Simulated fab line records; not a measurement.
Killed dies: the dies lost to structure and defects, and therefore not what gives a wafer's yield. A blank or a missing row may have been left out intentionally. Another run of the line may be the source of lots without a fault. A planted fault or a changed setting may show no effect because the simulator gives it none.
A struck lot beside a sound one | flow sfq_line | 20 out of 325 route steps
Sound: wafers L428.1, L428.2, L428.3. Struck: wafer L443.4 (left out: L443.3, a lot-mate that was not struck); the cause follows at the end.
Each step with rows lists, per side, the tool, then ch with its chambers, then its first start. Under that, the readings that differ: sound wafers | struck wafers | difference of the means | sigmas: that difference in standard deviations of wafers without a fault.
alike: a reading whose means differ by less than 2 such deviations, as well as words and numbers matching on both sides. not compared: withheld readings; readings where some wafer has no value; bounds like >300 that might hide an equal value; numbers whose values overlap and for which the record gives no deviation.
The two part at a step that has a row with sigmas, a row that says differs or no value, or rows on one side only. Non-overlapping numbers with no deviation appear without sigmas and do not part them. A reading missing from all wafers of one side parts the sides only when that side holds two or more wafers.

first, 2 steps without rows for these wafers: SFQ_TRILAYER_I0_VIA_LITHO_PEB_034 (peb time 60 s); SFQ_TRILAYER_I0_VIA_LITHO_DEVELOP_033 (time 60 s).
SFQ_I0_OVL_MEAS_908:
  sound on overlay-02, day 12 05:58; struck on overlay-01, day 18 22:35
  alike: I0_OVL
then, 1 step without rows for these wafers: SFQ_TRILAYER_I0_VIA_BARC_OPEN_VIA_ETCH_046 (etches BARC in O2, target depth 125 nm, time 41.7 s).
SFQ_TRILAYER_I0_VIA_ETCH_VIA_ETCH_034: etches SiO2 in CHF3, stops on Nb, target depth 260 nm.
  sound on rie_diel-02 ch 0,1,2, day 12 06:03; struck on rie_diel-02 ch 2, day 18 22:39
  alike: drypump_motor_current_A, oes_product_au
SFQ_TRILAYER_I0_VIA_STRIP_STRIP_035: strips in O2.
  sound on rie_metal-01 ch 0,1, day 12 06:10; struck on rie_metal-02 ch 1, day 18 22:58
  alike: drypump_motor_current_A, he_backside_leak_sccm, oes_product_au
  not compared: rf_hours_counter_h
then, 2 steps without rows for these wafers: SFQ_TRILAYER_I0_VIA_STRIP_SOLV_CLEAN_036 (cleans in NMP, time 600 s); SFQ_TRILAYER_M1_DEP_PRE_CLEAN_038 (time 22.5 s).
SFQ_TRILAYER_M1_DEP_SPUTTER_037: material Nb, target thk 200 nm, time 133.3 s.
  sound on pvd_sputter-06, day 12 06:58; struck on pvd_sputter-06, day 18 23:35
  alike: chamber_pressure_pa, throttle_valve_pct
SFQ_M1_RS_MEAS_909: measures by four-point-probe.
  sound on film_metro-03, day 12 07:03; struck on film_metro-02, day 18 23:43
  alike: M1_NB_RS
then, 1 step without rows for these wafers: SFQ_TRILAYER_M1_LITHO_COAT_044 (resist thk 62 nm).
SFQ_TRILAYER_M1_LITHO_COAT_039: resist thk 600 nm.
  sound on litho_track-02 ch 0, day 12 07:32; struck on litho_track-02 ch 0, day 19 00:15
  reading                                             | sound           | struck | difference | sigmas
  model.KrF_of_TRILAYER_M1_LITHO_COAT_039.thk_nm (nm) | 604 601.6 601.6 | 555.5  | -46.9      |
then, 4 steps without rows for these wafers: SFQ_TRILAYER_M1_LITHO_SOFTBAKE_043; SFQ_TRILAYER_M1_LITHO_EXPOSE_040 (exposes mask M1, target cd 500 nm); SFQ_TRILAYER_M1_LITHO_PEB_042 (peb time 60 s); SFQ_TRILAYER_M1_LITHO_DEVELOP_041 (time 60 s).
-- the record jumps here: 7 days lie between the struck wafers' starts before and after --
SFQ_M1_OVL_MEAS_911:
  sound on overlay-01, day 16 17:29; struck on overlay-02, day 25 15:59
  alike: M1_OVL
SFQ_TRILAYER_M1_BARC_OPEN_METAL_ETCH_054: etches BARC in O2, target depth 125 nm, time 41.7 s.
  sound on rie_metal-04 ch 0,1, day 16 17:32; struck on rie_metal-01 ch 1, day 25 16:01
  reading                      | sound          | struck | difference | sigmas
  he_backside_leak_sccm (sccm) | 3.48 3.68 3.71 | 3.17   | -0.45      | -2
  alike: drypump_motor_current_A, oes_product_au
  not compared: rf_hours_counter_h
SFQ_TRILAYER_M1_ETCH_METAL_ETCH_042: etches Nb in Cl2/Ar, stops on SiO2, target depth 240 nm, time 120 s.
  sound on rie_metal-04 ch 0,1, day 16 17:35; struck on rie_metal-01 ch 1, day 25 16:07
  reading                                             | sound             | struck | difference | sigmas
  model.KrF_of_TRILAYER_M1_LITHO_COAT_039.thk_nm (nm) | 384.1 382.6 381.5 | 339.2  | -43.5      |
  alike: drypump_motor_current_A, he_backside_leak_sccm, oes_product_au
  not compared: rf_hours_counter_h
SFQ_TRILAYER_M1_STRIP_STRIP_043: strips in O2.
  sound on rie_metal-04 ch 0,1, day 16 17:43; struck on rie_metal-01 ch 1, day 25 16:23
  alike: drypump_motor_current_A, he_backside_leak_sccm, oes_product_au
  not compared: rf_hours_counter_h

WHERE THEY PART
SFQ_TRILAYER_M1_BARC_OPEN_METAL_ETCH_054 only, going by this record. Later steps at which nothing parts them and some readings are alike: SFQ_TRILAYER_M1_ETCH_METAL_ETCH_042, SFQ_TRILAYER_M1_STRIP_STRIP_043.

WHY: what had been put in by the simulator
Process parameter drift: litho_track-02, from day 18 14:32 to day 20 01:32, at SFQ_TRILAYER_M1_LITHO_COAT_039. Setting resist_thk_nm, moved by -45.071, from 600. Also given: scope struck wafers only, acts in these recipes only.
